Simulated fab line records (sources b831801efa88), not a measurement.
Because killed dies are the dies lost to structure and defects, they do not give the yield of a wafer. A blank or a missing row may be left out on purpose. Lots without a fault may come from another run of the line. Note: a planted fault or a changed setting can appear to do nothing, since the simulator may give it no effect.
Split-lot trial | flow sky130 | route with 708 steps; 5 lots, 23 wafers read

== THE SPLIT ==
At SKY_NWELL_IMPLANT_24, the setting energy kev was moved away from the recipe's 140 on 9 of the 23 wafers read, by +1.5% to +3.8%. This setting was run at the recipe's value on the other wafers.

Reading taken at the split's own step.

== THE READING ==
The simulator's own value implant.drp nm, read by no gauge, in nm at SKY_NWELL_IMPLANT_24. The file gives no usual value for it.

wafer  | tool, chamber at the split | energy kev as run | against the recipe | implant.drp nm, nm | against lot-mates on the recipe
L074.2 | implanter-01, 0            | 140               | recipe             | 95.47              | -
L074.4 | implanter-01, 0            | 140               | recipe             | 95.47              | -
L074.5 | implanter-01, 0            | 140               | recipe             | 95.47              | -
L076.1 | implanter-01, 0            | 142.6             | +1.9%              | 96.13              | +0.66
L076.2 | implanter-01, 0            | 142.6             | +1.9%              | 96.13              | +0.66
L076.6 | implanter-01, 0            | 142.6             | +1.9%              | 96.13              | +0.66
L076.4 | implanter-01, 0            | 140               | recipe             | 95.47              | -
L076.5 | implanter-01, 0            | 140               | recipe             | 95.47              | -
L081.1 | implanter-01, 0            | 140               | recipe             | 95.47              | -
L081.2 | implanter-01, 0            | 140               | recipe             | 95.47              | -
L081.6 | implanter-01, 0            | 140               | recipe             | 95.47              | -
L081.3 | implanter-01, 0            | 143.1             | +2.2%              | 96.26              | +0.79
L081.5 | implanter-01, 0            | 143.1             | +2.2%              | 96.26              | +0.79
L083.1 | implanter-03, 0            | 140               | recipe             | 95.47              | -
L083.2 | implanter-03, 0            | 140               | recipe             | 95.47              | -
L083.6 | implanter-03, 0            | 140               | recipe             | 95.47              | -
L083.3 | implanter-03, 0            | 145.3             | +3.8%              | 96.8               | +1.33
L083.4 | implanter-03, 0            | 145.3             | +3.8%              | 96.8               | +1.33
L085.1 | implanter-01, 0            | 140               | recipe             | 95.47              | -
L085.2 | implanter-01, 0            | 140               | recipe             | 95.47              | -
L085.6 | implanter-01, 0            | 140               | recipe             | 95.47              | -
L085.4 | implanter-01, 0            | 142.1             | +1.5%              | 96.01              | +0.54
L085.5 | implanter-01, 0            | 142.1             | +1.5%              | 96.01              | +0.54

FIT RESULTS
A straight line over all 23 wafers: implant.drp nm changes by +0.353 nm for each +1% of energy kev; r = +1.00; the points scatter about the line by 0.0045 nm.
The same after taking each lot's own level away (the mean of its wafers on the recipe; 23 wafers): +0.353 nm for each +1%; r = +1.00; scatter 0.0045 nm.
On that fit, the largest move of energy kev shifts the reading by 1.3 nm.
The lots' own levels span 95.470 to 95.470 nm.
So the lot-to-lot level changes the slope little: the two slopes agree.
Check: with one of the wafers moved furthest among these (+3.8%) left out of the fit, the line predicts +1.34 nm for it against its lot-mates. It came out at +1.33 nm against them.

== THESE WAFERS: OTHER SPLITS ==
These wafers also went through other splits before the reading. Each is held against what the fit with the lots' levels taken away leaves over:
other split on the same wafers    | wafers away from the commonest value | r with implant.drp nm (lot level and that fit taken away)
SKY_FIELD_ISO_OXIDATION_01 temp c | 15                                   | -0.23
SKY_DNWELL_SOFTBAKE_03 temp c     | 6                                    | -0.35
SKY_PWDE_COAT_02 resist thk nm    | 9                                    | -0.38
SKY_PWDE_IMPLANT_08 energy kev    | 10                                   | -0.31

== FILE'S OWN FIT ==
implant.drp nm changes by +0.352 nm for each +1% of energy kev, r = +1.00.
